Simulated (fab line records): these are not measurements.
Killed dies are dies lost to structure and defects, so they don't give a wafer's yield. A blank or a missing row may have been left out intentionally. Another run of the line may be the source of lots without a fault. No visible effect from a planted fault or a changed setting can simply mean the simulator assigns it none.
One fault seen from 2 desks ; flow sky130 ; only its own numbers are on each desk; what lay behind them is given at the end

METROLOGY DESK
What the gauges read, lot by lot, whatever tool the lot ran on: means of the sampled wafers that have a number. Marked OUT: a lot whose mean sits more than 4 standard deviations from the usual mean, which makes it out of limits; the brackets give that distance.
Columns: A = VIA3_HDPCVD_THK at SKY_VIA3_THK_MEAS_01, usual 1638 nm; B = VIA3_OVL at SKY_VIA3_OVL_MEAS_13, usual 2 nm
lot;first seen here;A;B
L571;day 38 14:23;1630;7
L572;day 38 19:03;1671;6
L573;day 38 22:08;1645;7
L574;day 39 07:26;1610;5
L575;day 39 20:22;1602;1
L576;day 40 02:51;1665;3
L585;day 42 19:05;1271 (-17) OUT;-1
L586;day 42 21:38;1258 (-18) OUT;6
L590;day 44 01:11;1667;10
L591;day 44 10:47;1635;9
L592;day 44 11:35;1639;-2
This desk's result: L585, L586 out of limits, first on L585 (VIA3_HDPCVD_THK at SKY_VIA3_THK_MEAS_01), day 42 19:05. Within limits: L571, L572, L573, L574, L575, L576, L590, L591, L592.

FOR THE TOOL OWNER'S DESK: hdpcvd-02
The tool's own readings at SKY_VIA3_HDPCVD_00 (deposits SiO2, target thk 1635 nm, time 272.5 s): means of the sampled wafers that have a number, for each lot that ran on this tool. Marked OUT: a lot whose mean sits more than 4 standard deviations from the usual mean, which makes it out of limits; the brackets give that distance.
Columns: A = run-length-s at SKY_VIA3_HDPCVD_00, usual 300.5 s
lot;first seen here;A
L571;day 38 14:11;301.0
L573;day 38 21:58;301.4
L574;day 39 07:19;300.6
L575;day 39 20:12;301.0
L585;day 42 18:55;238.6 (-99 or more) OUT
L586;day 42 21:28;238.3 (-99 or more) OUT
Finding of this desk: L585, L586 out of limits; the first was L585 at day 42 18:55, on run-length-s at SKY_VIA3_HDPCVD_00. Within limits: L571, L573, L574, L575.

BROUGHT TOGETHER
On L585, L586, at day 42 18:55, an alarm was possible from the tool owner's desk.
An alarm was possible from the metrology desk at day 42 19:05, on L585, L586.
The lots listed all ran SKY_VIA3_HDPCVD_00 on hdpcvd-02.

WHAT THE SIMULATOR PUT IN
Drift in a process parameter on hdpcvd-02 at SKY_VIA3_HDPCVD_00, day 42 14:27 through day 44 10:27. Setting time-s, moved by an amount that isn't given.
Shown lots that were struck: L585, L586.
Hours from the fault's start to each desk's first reading out of limits: the tool owner's desk, 4; the metrology desk, 5.
